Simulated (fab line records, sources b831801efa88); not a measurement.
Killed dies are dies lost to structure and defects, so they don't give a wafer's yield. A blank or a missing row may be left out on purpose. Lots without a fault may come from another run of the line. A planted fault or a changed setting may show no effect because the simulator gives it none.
A struck lot beside a sound one | flow sfq_line | 42 steps out of a route of 325
Sound: wafers L856.1, L856.4, L856.6. Struck: wafers L863.4, L863.5. (L863.6 of the same lot was not struck and is left out.) The cause comes at the end.
At each step with rows: each side's tool, then ch and its chambers, then its first start. Under that, the readings that differ: sound wafers | struck wafers | difference of the means | sigmas: that difference in standard deviations of wafers without a fault.
alike: readings whose means differ by less than 2 such deviations, and words and numbers that are the same on both sides. not compared: withheld readings, readings that some wafer has no value for, bounds like >300 that may hide the same value, and numbers for which the record gives no deviation and whose values overlap.
The two part at a step that has a row with sigmas, a row that says differs or no value, or rows on one side only. Numbers that don't overlap but have no deviation are shown without sigmas and don't part them. A reading that every wafer of one side lacks parts them only if that side has two wafers or more.

first, 3 steps without rows for these wafers: SFQ_TRILAYER_I4_VIA_LITHO_EXPOSE_104 (exposes mask I4, target cd 700 nm); SFQ_TRILAYER_I4_VIA_LITHO_PEB_106 (peb time 60 s); SFQ_TRILAYER_I4_VIA_LITHO_DEVELOP_105 (time 60 s).
SFQ_I4_OVL_MEAS_928:
  sound on overlay-02, day 52 12:18; struck on overlay-02, day 55 04:43
  alike: I4_OVL
SFQ_TRILAYER_I4_VIA_BARC_OPEN_VIA_ETCH_146: etches BARC in O2, target depth 125 nm, time 41.7 s.
  sound on rie_diel-03 ch 0,1,3, day 52 12:20; struck on rie_diel-03 ch 2,3, day 55 04:44
  alike: drypump_motor_current_A, oes_product_au
  not compared: rf_hours_counter_h
then, 5 steps without rows for these wafers: SFQ_TRILAYER_I4_VIA_ETCH_VIA_ETCH_106 (etches SiO2 in CHF3, stops on Nb, target depth 260 nm); SFQ_TRILAYER_I4_VIA_STRIP_STRIP_107 (strips in O2); SFQ_TRILAYER_I4_VIA_STRIP_SOLV_CLEAN_108 (cleans in NMP, time 600 s); SFQ_TRILAYER_JJ_TRILAYER_DEP_PRE_CLEAN_113 (time 22.5 s); SFQ_TRILAYER_JJ_TRILAYER_DEP_SPUTTER_109 (material Nb, target thk 150 nm, time 100 s).
SFQ_TRILAYER_JJ_TRILAYER_DEP_SPUTTER_110: material Al, target thk 8 nm, time 10 s.
  sound on pvd_sputter-04, day 52 13:22; struck on pvd_sputter-04, day 55 05:48
  alike: cathode_dc_power_W, throttle_valve_pct
then, 1 step without rows for these wafers: SFQ_TRILAYER_JJ_TRILAYER_DEP_AL_OXIDATION_111 (oxidation time 600 s).
SFQ_TRILAYER_JJ_TRILAYER_DEP_SPUTTER_112: material Nb, target thk 170 nm, time 113.3 s.
  sound on pvd_sputter-04, day 52 14:23; struck on pvd_sputter-04, day 55 06:49
  reading                                                      | sound             | struck      | difference | sigmas
  model.Nb_of_TRILAYER_JJ_TRILAYER_DEP_SPUTTER_112.thk_nm (nm) | 168.3 167.9 169.9 | 226.2 226.8 | +57.8      |
  alike: cathode_dc_power_W, throttle_valve_pct
SFQ_JJ_RS_MEAS_929: measures by four-point-probe.
  sound on film_metro-04, day 52 14:28; struck on film_metro-01, day 55 06:58
  reading           | sound             | struck      | difference | sigmas
  JJ_NB_RS (ohm/sq) | 1.058 1.063 1.051 | 0.785 0.782 | -0.274     | -27
then, 6 steps without rows for these wafers: SFQ_TRILAYER_JJ_CE_LITHO_COAT_119 (resist thk 62 nm); SFQ_TRILAYER_JJ_CE_LITHO_COAT_114 (resist thk 600 nm); SFQ_TRILAYER_JJ_CE_LITHO_SOFTBAKE_118; SFQ_TRILAYER_JJ_CE_LITHO_EXPOSE_115 (exposes mask J5, target cd 700 nm); SFQ_TRILAYER_JJ_CE_LITHO_PEB_117 (peb time 60 s); SFQ_TRILAYER_JJ_CE_LITHO_DEVELOP_116 (time 60 s).
SFQ_JJ_OVL_MEAS_931:
  sound on overlay-02, day 52 17:35; struck on overlay-01, day 55 12:14
  alike: J5_OVL
then, 4 steps without rows for these wafers: SFQ_TRILAYER_JJ_CE_METRO_MEASURE_117; SFQ_TRILAYER_JJ_CE_BARC_OPEN_RIE_150 (chemistry O2, target BARC, target depth 240 nm, time 80 s); SFQ_TRILAYER_JJ_CE_ETCH_RIE_118 (chemistry SF6, target Nb, stops on Al2O3, time 97.7 s, target depth 170 nm); SFQ_TRILAYER_JJ_ANODIZE_ANODIZE_119.
SFQ_TRILAYER_JJ_CE_STRIP_STRIP_120: strips in O2.
  sound on rie_metal-03 ch 0,1, day 52 19:31; struck on rie_metal-01 ch 0, day 55 14:22
  alike: drypump_motor_current_A, oes_product_au
  not compared: rf_hours_counter_h
then, 7 steps without rows for these wafers: SFQ_TRILAYER_JJ_CE_STRIP_SOLV_CLEAN_121 (cleans in NMP, time 600 s); SFQ_TRILAYER_M5_LITHO_COAT_128 (resist thk 62 nm); SFQ_TRILAYER_M5_LITHO_COAT_123 (resist thk 600 nm); SFQ_TRILAYER_M5_LITHO_SOFTBAKE_127; SFQ_TRILAYER_M5_LITHO_EXPOSE_124 (exposes mask M5, target cd 700 nm); SFQ_TRILAYER_M5_LITHO_PEB_126 (peb time 60 s); SFQ_TRILAYER_M5_LITHO_DEVELOP_125 (time 60 s).
SFQ_M5_OVL_MEAS_932:
  sound on overlay-02, day 53 02:35; struck on overlay-01, day 55 20:38
  alike: M5_OVL
SFQ_TRILAYER_M5_BARC_OPEN_METAL_ETCH_161: etches BARC in O2, target depth 125 nm, time 41.7 s.
  sound on rie_metal-04 ch 0,1, day 53 02:37; struck on rie_metal-02 ch 0, day 55 20:43
  alike: drypump_motor_current_A, oes_product_au
  not compared: rf_hours_counter_h
then, 3 steps without rows for these wafers: SFQ_TRILAYER_M5_ETCH_METAL_ETCH_126 (etches Nb in Cl2/BCl3, stops on SiO2, time 203.2 s, target depth 265 nm); SFQ_TRILAYER_M5_STRIP_STRIP_127 (strips in O2); SFQ_TRILAYER_M5_STRIP_SOLV_CLEAN_128 (cleans in NMP, time 600 s).
SFQ_TRILAYER_A5B_DEP_PECVD_129: deposits SiO2 from SiH4/N2O, time 133.33 s, target thk 600 nm.
  sound on pecvd-03 ch 0,2, day 53 03:39; struck on pecvd-01 ch 1,2, day 55 22:35
  alike: heater_power_w, throttle_valve_pct
then, 2 steps without rows for these wafers: SFQ_TRILAYER_A5B_CMP_CMP_130 (polishes, stops on Nb, target thk 340.7 nm); SFQ_TRILAYER_A5B_METRO_MEASURE_131.
-- the record jumps here: 6 days lie between the struck wafers' starts before and after --
SFQ_TRILAYER_R5_ETCH_METAL_ETCH_139: etches the open film in Cl2, stops on SiO2, target depth 60 nm, time 40 s.
  sound on rie_metal-03 ch 1, day 59 14:34; struck on rie_metal-02 ch 0,1, day 62 05:25
  reading                                                      | sound             | struck      | difference | sigmas
  model.Nb_of_TRILAYER_JJ_TRILAYER_DEP_SPUTTER_112.thk_nm (nm) | 158.3 157.8 159.8 | 216.1 216.6 | +57.7      |
  alike: drypump_motor_current_A, oes_product_au
  not compared: rf_hours_counter_h

WHERE THEY PART
Only at SFQ_JJ_RS_MEAS_929, within this record. Later steps at which nothing parts them and some readings are alike: SFQ_JJ_OVL_MEAS_931, SFQ_TRILAYER_JJ_CE_STRIP_STRIP_120, SFQ_M5_OVL_MEAS_932, SFQ_TRILAYER_M5_BARC_OPEN_METAL_ETCH_161, SFQ_TRILAYER_A5B_DEP_PECVD_129, SFQ_TRILAYER_R5_ETCH_METAL_ETCH_139.

WHY: what the simulator had put in
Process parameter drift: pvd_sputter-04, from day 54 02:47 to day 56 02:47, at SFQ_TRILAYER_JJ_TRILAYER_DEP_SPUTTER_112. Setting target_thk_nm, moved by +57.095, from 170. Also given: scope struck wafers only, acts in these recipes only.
